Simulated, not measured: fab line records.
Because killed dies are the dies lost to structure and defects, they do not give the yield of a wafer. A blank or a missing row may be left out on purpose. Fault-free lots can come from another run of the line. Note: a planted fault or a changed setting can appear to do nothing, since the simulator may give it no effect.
A struck lot beside a sound one || flow sky130 || 17 steps out of a route of 708
Sound: these wafers, L677.1, L677.2, L677.4. Struck: wafers L685.1, L685.3, L685.5. Last of all comes the cause.
For every step that has rows: the tool of each side, followed by ch and its chambers, followed by its first start. Under that, the readings that differ: sound wafers || struck wafers || difference of the means || sigmas: that difference in standard deviations of wafers without a fault.
alike: a reading whose means differ by less than 2 such deviations, as well as words and numbers matching on both sides. not compared: withheld readings; readings where some wafer has no value; bounds like >300 that might hide an equal value; numbers whose values overlap and for which the record gives no deviation.
The two part at a step that has a row with sigmas, a row that says differs or no value, or rows on one side only. When numbers do not overlap yet have no deviation, they are printed without sigmas and do not part them. Lack of a reading on every wafer of one side parts them only where that side has two or more wafers.

SKY_GATE_OXIDE_TW_MEAS_14:
  sound on film-metro-02, day 16 05:56; struck on film-metro-02, day 18 22:53
  alike: GATE_OXIDE_TW
then, 3 steps without rows for these wafers: SKY_GATE_OXIDE_CLEAN_15 (cleans in SC1/SC2, time 150 s); SKY_GATE_OXIDE_OXIDATION_16 (stabilise 600 s, purge 300 s, target thk 3.57 nm); SKY_POLY_GATE_CVD_00 (deposits poly-Si, target thk 180 nm, time 720 s).
SKY_POLY_GATE_THK_MEAS_01:
  sound on film-metro-03, day 16 09:46; struck on film-metro-04, day 19 06:08
  alike: POLY_GATE_CVD_00_THK
then, 7 steps without rows for these wafers: SKY_RES_PROTECT_DEHYDRATE_00 (time 60 s); SKY_RES_PROTECT_HMDS_01 (prime time 60 s); SKY_RES_PROTECT_COAT_02 (resist thk 1140 nm); SKY_RES_PROTECT_SOFTBAKE_03 (time 60 s); SKY_RES_PROTECT_EXPOSE_04 (exposes mask RPM, target cd 1270 nm); SKY_RES_PROTECT_PEB_05; SKY_RES_PROTECT_DEVELOP_06 (develop time 60 s).
SKY_POLY_GATE_IMPLANT_02:
  sound on implanter-01 ch 0, day 17 14:12; struck on implanter-01 ch 0, day 20 13:09
{"reading": "beam-on-s (s)", "sound": "43 44 45", "struck": "27 29 28", "difference": -16, "sigmas": -5}
{"reading": "dose-ions-cm2", "sound": "7.709e+15 7.699e+15 7.701e+15", "struck": "4.821e+15 4.811e+15 4.831e+15", "difference": -2.882e+15, "sigmas": "-99 or more"}
SKY_RES_PROTECT_STRIP_07: strips in O2/N2.
  sound on plasma-asher-02 ch 0,1, day 17 14:21; struck on plasma-asher-03 ch 0,1, day 20 13:18
{"reading": "oes-product-au (a.u.)", "sound": "0.514 0.518 0.513", "struck": "0.539 0.542 0.539", "difference": "+0.025", "sigmas": "+5"}
{"reading": "strip-time-to-endpoint-s (s)", "sound": "23.28 23.24 23.25", "struck": "21.44 21.36 21.42", "difference": -1.85, "sigmas": -41}
  alike: drypump-motor-current-A
  not compared: rf-hours-counter-h
SKY_RES_PROTECT_TW_MEAS_08:
  sound on film-metro-01, day 17 14:27; struck on film-metro-03, day 20 13:24
{"reading": "POLY_GATE_TW", "sound": "4090 4092 4076", "struck": "3867 3864 3850", "difference": -226, "sigmas": -5}
then, 1 step without rows for these wafers: SKY_RES_PROTECT_CLEAN_09 (cleans in SC1/SC2, time 150 s).
-- record jumps: 29 days separate the struck wafers' starts on either side; left off in module RES_PROTECT, taken up again in module PAD_OPEN, whose first shown step is the route's number 708 --
SKY_PAD_OPEN_PROBE_99:
  sound on prober-01, day 48 02:56; struck on prober-02, day 49 21:56
{"reading": "model.etest.res-poly.line-ohm-um", "sound": "524.4 521 521.2", "struck": "811.5 798 813.3", "difference": "+285.4", "sigmas": ""}
{"reading": "model.etest.licon-poly.rc-ohm", "sound": "154.9 154.2 154.8", "struck": "308 289.3 295.7", "difference": "+143", "sigmas": ""}
{"reading": "model.etest.res-poly.rs-ohm-sq", "sound": "48.89 49.28 49.13", "struck": "74.57 74.74 75.52", "difference": "+25.84", "sigmas": ""}
{"reading": "model.etest.res-poly.rs-ohm-sq-range", "sound": "1.342 1.178 1.571", "struck": "1.713 3.745 3.654", "difference": "+1.674", "sigmas": ""}
{"reading": "model.etest.nfet_01v8.vt-v (V)", "sound": "0.6833 0.6912 0.6889", "struck": "0.6931 0.7065 0.7058", "difference": "+0.0140", "sigmas": ""}
{"reading": "model.etest.nfet_01v8_swapped.vt-v (V)", "sound": "0.6838 0.6912 0.6892", "struck": "0.6927 0.707 0.7062", "difference": "+0.0139", "sigmas": ""}
{"reading": "model.etest.nfet_01v8_turned.vt-v (V)", "sound": "0.6883 0.6905 0.6895", "struck": "0.6921 0.7061 0.7038", "difference": "+0.0112", "sigmas": ""}
  alike: killed_at_M0_to_M3, killed_at_M4_up, killed-at-contacts, killed-at-front-end, killed-at-other, killed-dies, killed-open, killed-short
  not compared: model.etest.res-poly.rs-ohm-sq-rim-less-centre

WHERE THEY PART
At SKY_POLY_GATE_IMPLANT_02 first; at SKY_RES_PROTECT_TW_MEAS_08 last (within this record only). Later steps at which nothing parts them and some readings are alike: SKY_PAD_OPEN_PROBE_99.

WHY: the cause the simulator had injected
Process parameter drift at SKY_POLY_GATE_IMPLANT_02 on implanter-01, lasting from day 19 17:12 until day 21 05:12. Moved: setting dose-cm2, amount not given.
